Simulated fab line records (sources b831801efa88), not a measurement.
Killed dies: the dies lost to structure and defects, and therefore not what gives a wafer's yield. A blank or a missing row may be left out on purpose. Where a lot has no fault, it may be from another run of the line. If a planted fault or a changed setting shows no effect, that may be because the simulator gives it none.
Struck lot and sound lot, side by side ; flow sky130 ; 13 steps out of a route of 708
Sound: these wafers, L302.4, L302.5, L302.6. Wafers L293.2, L293.4, L293.5 were the ones struck. At the end, the cause is stated.
At each step with rows: each side's tool, then ch and its chambers, then its first start. Under that, the readings that differ: sound wafers ; struck wafers ; difference of the means ; sigmas: that difference in standard deviations of wafers without a fault.
alike: same words and numbers on both sides, and readings whose means sit less than 2 such deviations apart. not compared: any withheld reading, any reading some wafer has no value for, any bound like >300 that may hide the same value, and any number with overlapping values for which the record gives no deviation.
The two part at a step that has a row with sigmas, a row that says differs or no value, or rows on one side only. Numbers that have no deviation but don't overlap get no sigmas and don't part them. Lack of a reading on every wafer of one side parts them only where that side has two or more wafers.

SKY_NWELL_TW_MEAS_26:
  sound on film metro-02 at day 9 15:38; struck on film metro-02 at day 7 07:16
  alike: NWELL_2_TW
then, 1 step without rows for these wafers: SKY_NWELL_CLEAN_27 (cleans in SC1/SC2, time 150 s).
SKY_NWELL_RTA_28: time 30 s.
  sound on rtp anneal-02 ch 0, day 9 15:46; struck on rtp anneal-02 ch 0, day 7 07:26
  alike: lamp power pct, wafer_temp_C_max
SKY_NWELL_RS_MEAS_29: uses a four-point probe to measure.
  sound on film metro-04 at day 9 15:53; struck on film metro-03 at day 7 07:32
  alike: NWELL_RS
SKY_NWELL_RS_MEAS_31: uses a four-point probe to measure.
  sound on film metro-04 at day 9 16:07; struck on film metro-03 at day 7 07:47
  alike: PWDE_RS
then, 6 steps without rows for these wafers: SKY_VT_ADJUST_HVTP_DEHYDRATE_00 (time 60 s); SKY_VT_ADJUST_HVTP_HMDS_01 (prime time 60 s); SKY_VT_ADJUST_HVTP_COAT_02 (resist thk 1140 nm); SKY_VT_ADJUST_HVTP_SOFTBAKE_03 (time 60 s); SKY_VT_ADJUST_HVTP_EXPOSE_04 (exposes mask HVTPM, target cd 380 nm); SKY_VT_ADJUST_HVTP_PEB_05.
SKY_VT_ADJUST_HVTP_DEVELOP_06: develop time 60 s.
  sound on litho track-01 ch 0, day 10 15:17; struck on litho track-01, day 8 03:47
  no value came back on the struck wafers for chill plate temp C (C), develop time s (s); on the sound wafers chill plate temp C (C) reads 22.81 22.86 22.84
SKY_VT_ADJUST_HVTP_CD_MEAS_07: target cd 380 nm.
  sound on cd sem-02 at day 10 15:25; struck on cd sem-01 at day 8 03:56
reading;sound;struck;difference;sigmas
cd nm (nm);381.4 381.2 381.1;- - -;no value on the struck wafers;

WHERE THEY PART
Earliest at SKY_VT_ADJUST_HVTP_DEVELOP_06; latest, in this record, at SKY_VT_ADJUST_HVTP_CD_MEAS_07.

WHY: what the simulator had put in
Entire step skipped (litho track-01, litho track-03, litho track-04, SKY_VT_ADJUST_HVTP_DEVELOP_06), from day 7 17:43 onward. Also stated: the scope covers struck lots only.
